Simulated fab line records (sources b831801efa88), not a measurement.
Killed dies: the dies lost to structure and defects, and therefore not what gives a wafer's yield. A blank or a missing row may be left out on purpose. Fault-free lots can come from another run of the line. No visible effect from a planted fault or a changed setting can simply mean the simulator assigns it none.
A lot that was struck, set against a sound lot + flow sky130 + 22 steps out of a route of 708
Sound: these wafers, L618.2, L618.3, L618.4. The struck wafers were L631.2, L631.4, L631.5. The cause is named last.
Order at every step that has rows: each side's tool, ch and its chambers, its first start. Under that, the readings that differ: sound wafers + struck wafers + difference of the means + sigmas: that difference in standard deviations of wafers without a fault.
alike: a reading whose means differ by less than 2 such deviations, as well as words and numbers matching on both sides. not compared: withheld readings; readings where some wafer has no value; bounds like >300 that might hide an equal value; numbers whose values overlap and for which the record gives no deviation.
The two part at a step that has a row with sigmas, a row that says differs or no value, or rows on one side only. Numbers that have no deviation but don't overlap get no sigmas and don't part them. A reading missing from all wafers of one side parts the sides only when that side holds two or more wafers.

first, 1 step without rows for these wafers: SKY_NWELL_DEVELOP_22 (develop time 60 s).
SKY_NWELL_OVL_MEAS_23:
  sound on overlay-02, day 5 23:57; struck on overlay-02, day 9 12:21
  alike: NWELL_01_OVL
then, 1 step without rows for these wafers: SKY_NWELL_IMPLANT_24.
SKY_NWELL_STRIP_25: strips in O2/N2.
  sound on plasma-asher-03 ch 0,1, day 6 00:08; struck on plasma-asher-02 ch 0,1, day 9 12:32
| reading                     | sound       | struck      | difference | sigmas |
|-----------------------------|-------------|-------------|------------|--------|
| drypump-motor-current-A (A) | 6.4 6.3 5.5 | 5.1 5.0 5.0 | -1.0       | -2     |
  alike: oes-product-au, strip-time-to-endpoint-s
  not compared: rf-hours-counter-h
SKY_NWELL_TW_MEAS_26:
  sound on film-metro-01, day 6 00:14; struck on film-metro-02, day 9 12:38
| reading    | sound             | struck            | difference | sigmas |
|------------|-------------------|-------------------|------------|--------|
| NWELL_2_TW | 489.9 491.2 489.5 | 497.4 497.2 497.9 | +7.3       | +3     |
then, 1 step without rows for these wafers: SKY_NWELL_CLEAN_27 (cleans in SC1/SC2, time 150 s).
SKY_NWELL_RTA_28: time 30 s.
  sound on rtp-anneal-02 ch 0, day 6 00:22; struck on rtp-anneal-01 ch 0, day 9 12:45
  alike: lamp-power-pct, ramp-down-c-per-s, wafer_temp_C_max
SKY_NWELL_RS_MEAS_29: a four-point-probe measurement.
  sound on film-metro-02, day 6 00:28; struck on film-metro-01, day 9 12:52
  alike: NWELL_RS
SKY_NWELL_RS_MEAS_31: a four-point-probe measurement.
  sound on film-metro-02, day 6 00:42; struck on film-metro-01, day 9 13:06
  alike: PWDE_RS
then, 2 steps without rows for these wafers: SKY_VT_ADJUST_HVTP_DEHYDRATE_00 (time 60 s); SKY_VT_ADJUST_HVTP_HMDS_01 (prime time 60 s).
SKY_VT_ADJUST_HVTP_COAT_02: resist thk 1140 nm.
  sound on litho-track-04 ch 0, day 6 09:25; struck on litho-track-03 ch 0, day 10 00:04
| reading                                             | sound          | struck         | difference | sigmas |
|-----------------------------------------------------|----------------|----------------|------------|--------|
| model.NOVOLAK_of_VT_ADJUST_HVTP_COAT_02.thk-nm (nm) | 1141 1141 1143 | 1111 1108 1112 | -31        |        |
then, 3 steps without rows for these wafers: SKY_VT_ADJUST_HVTP_SOFTBAKE_03 (time 60 s); SKY_VT_ADJUST_HVTP_EXPOSE_04 (exposes mask HVTPM, target cd 380 nm); SKY_VT_ADJUST_HVTP_PEB_05.
SKY_VT_ADJUST_HVTP_DEVELOP_06: develop time 60 s.
  sound on litho-track-03 ch 0, day 6 18:19; struck on litho-track-04 ch 0, day 10 10:58
| reading                                             | sound          | struck         | difference | sigmas |
|-----------------------------------------------------|----------------|----------------|------------|--------|
| model.NOVOLAK_of_VT_ADJUST_HVTP_COAT_02.thk-nm (nm) | 1140 1141 1142 | 1111 1108 1111 | -31        |        |
SKY_VT_ADJUST_HVTP_CD_MEAS_07: target cd 380 nm.
  sound on cd-sem-02, day 6 18:28; struck on cd-sem-02, day 10 11:07
| reading    | sound             | struck            | difference | sigmas |
|------------|-------------------|-------------------|------------|--------|
| cd-nm (nm) | 381.4 381.4 379.7 | 389.5 388.6 384.9 | +6.8       | +3     |
SKY_VT_ADJUST_HVTP_OVL_MEAS_08:
  sound on overlay-02, day 6 18:34; struck on overlay-02, day 10 11:13
  alike: VT_ADJUST_HVTP_OVL
then, 1 step without rows for these wafers: SKY_VT_ADJUST_HVTP_IMPLANT_09.
SKY_VT_ADJUST_HVTP_STRIP_10: strips in O2/N2.
  sound on plasma-asher-04 ch 0,1, day 6 18:45; struck on plasma-asher-04 ch 1, day 10 11:24
| reading                      | sound             | struck            | difference | sigmas |
|------------------------------|-------------------|-------------------|------------|--------|
| strip-time-to-endpoint-s (s) | 14.19 14.20 14.22 | 13.82 13.79 13.87 | -0.38      | -9     |
  alike: drypump-motor-current-A, oes-product-au
  not compared: rf-hours-counter-h
SKY_VT_ADJUST_HVTP_TW_MEAS_11:
  sound on film-metro-03, day 6 18:52; struck on film-metro-01, day 10 11:31
  alike: VT_ADJUST_HVTP_TW
-- the record jumps here: 39 days lie between the struck wafers' starts before and after (it left off in module VT_ADJUST_HVTP and takes up again in module PAD_OPEN, whose first step shown is number 708 of the route) --
SKY_PAD_OPEN_PROBE_99:
  sound on prober-01, day 46 10:08; struck on prober-02, day 49 15:37
  alike: killed_at_M0_to_M3, killed_at_M4_up, killed-at-contacts, killed-at-front-end, killed-at-other, killed-dies, killed-on-rim, killed-open, killed-short

WHERE THEY PART
Last at SKY_VT_ADJUST_HVTP_STRIP_10 as far as this record goes, first at SKY_NWELL_STRIP_25. Later steps at which nothing parts them and some readings are alike: SKY_VT_ADJUST_HVTP_TW_MEAS_11, SKY_PAD_OPEN_PROBE_99.

WHY: the cause the simulator had injected
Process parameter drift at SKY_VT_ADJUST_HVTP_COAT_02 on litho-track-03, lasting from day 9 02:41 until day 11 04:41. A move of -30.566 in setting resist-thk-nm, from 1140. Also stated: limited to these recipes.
